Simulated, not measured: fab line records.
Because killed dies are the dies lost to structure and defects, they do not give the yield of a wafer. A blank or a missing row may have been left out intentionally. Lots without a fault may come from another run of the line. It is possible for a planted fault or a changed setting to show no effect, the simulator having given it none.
A single fault, viewed from 2 desks / flow sky130 / each desk has only its own numbers; what lay behind them comes last

FOR THE TOOL OWNER'S DESK: rie diel-03
The tool's own readings at SKY_POLY_GATE_ETCH_15 (etches BARC in N2/H2, stops on SiO2, time 118.5 s, target depth 110 nm): means of the sampled wafers that have a number, for each lot that ran on this tool. Marked OUT: a lot whose mean sits more than 4 standard deviations from the usual mean, which makes it out of limits; the brackets give that distance.
Columns: A = bias w at SKY_POLY_GATE_ETCH_15, usual 100.0 W; B = drypump motor current A at SKY_POLY_GATE_ETCH_15, usual 5.5 A; C = h2 flow sccm at SKY_POLY_GATE_ETCH_15, usual 200.1 sccm; D = n2 flow sccm at SKY_POLY_GATE_ETCH_15, usual 100.0 sccm; E = oes product au at SKY_POLY_GATE_ETCH_15, usual 0.717 a.u.; F = throttle valve pct at SKY_POLY_GATE_ETCH_15, usual 13.212 %
lot=L899; first seen here=day 17 04:40; A=100.1; B=5.6; C=199.8; D=100.1; E=0.718; F=13.204
lot=L904; first seen here=day 19 14:08; A=99.9; B=5.6; C=200.0; D=99.9; E=0.721; F=13.210
lot=L908; first seen here=day 21 00:11; A=99.9; B=5.6; C=199.9; D=99.8; E=0.716; F=13.211
lot=L915; first seen here=day 23 06:26; A=96.2 (-12) OUT; B=5.4; C=200.4; D=100.3; E=0.713; F=13.214
lot=L916; first seen here=day 23 07:59; A=96.7 (-10) OUT; B=5.6; C=200.1; D=100.3; E=0.720; F=13.214
This desk's verdict: out of limits on L915, L916, starting with L915 at day 23 06:26 (bias w at SKY_POLY_GATE_ETCH_15). L899, L904, L908: within limits.

THE METROLOGY DESK
Means of the sampled wafers that have a number, per lot and without regard to the tool the lot ran on: this is what the gauges read. Marked OUT: a lot whose mean sits more than 4 standard deviations from the usual mean, which makes it out of limits; the brackets give that distance.
Columns: A = LDD_N_OVL at SKY_LDD_N_OVL_MEAS_07, usual 0.3 nm
lot=L899; first seen here=day 18 11:30; A=-0.1
lot=L900; first seen here=day 18 15:51; A=-0.6
lot=L903; first seen here=day 20 02:18; A=0.6
lot=L904; first seen here=day 20 22:48; A=-0.3
lot=L905; first seen here=day 21 20:50; A=-0.2
lot=L908; first seen here=day 22 08:23; A=1.5
lot=L910; first seen here=day 23 12:37; A=-1.1
lot=L915; first seen here=day 24 14:04; A=0.9
lot=L916; first seen here=day 24 15:34; A=2.6
lot=L918; first seen here=day 25 06:54; A=0.6
lot=L919; first seen here=day 25 17:04; A=-1.2
lot=L920; first seen here=day 25 20:51; A=-0.3
This desk's verdict: no lot among the 12 shows anything out of limits.

BROUGHT TOGETHER
The tool owner's desk had the chance to raise an alarm at day 23 06:26 on L915, L916.
The metrology desk saw nothing out of limits.
The metrology desk has L915, L916 on record, within its limits.
On rie diel-03, each named lot ran SKY_POLY_GATE_ETCH_15.

WHAT THE SIMULATOR HAD INSERTED
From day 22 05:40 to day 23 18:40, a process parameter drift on rie diel-03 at SKY_POLY_GATE_ETCH_15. Setting bias w shifted by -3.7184 from 100. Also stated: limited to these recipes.
Struck lots among those shown: L915, L916.
Delay in hours, fault start to first out-of-limits reading, by desk: the tool owner's desk at 25.
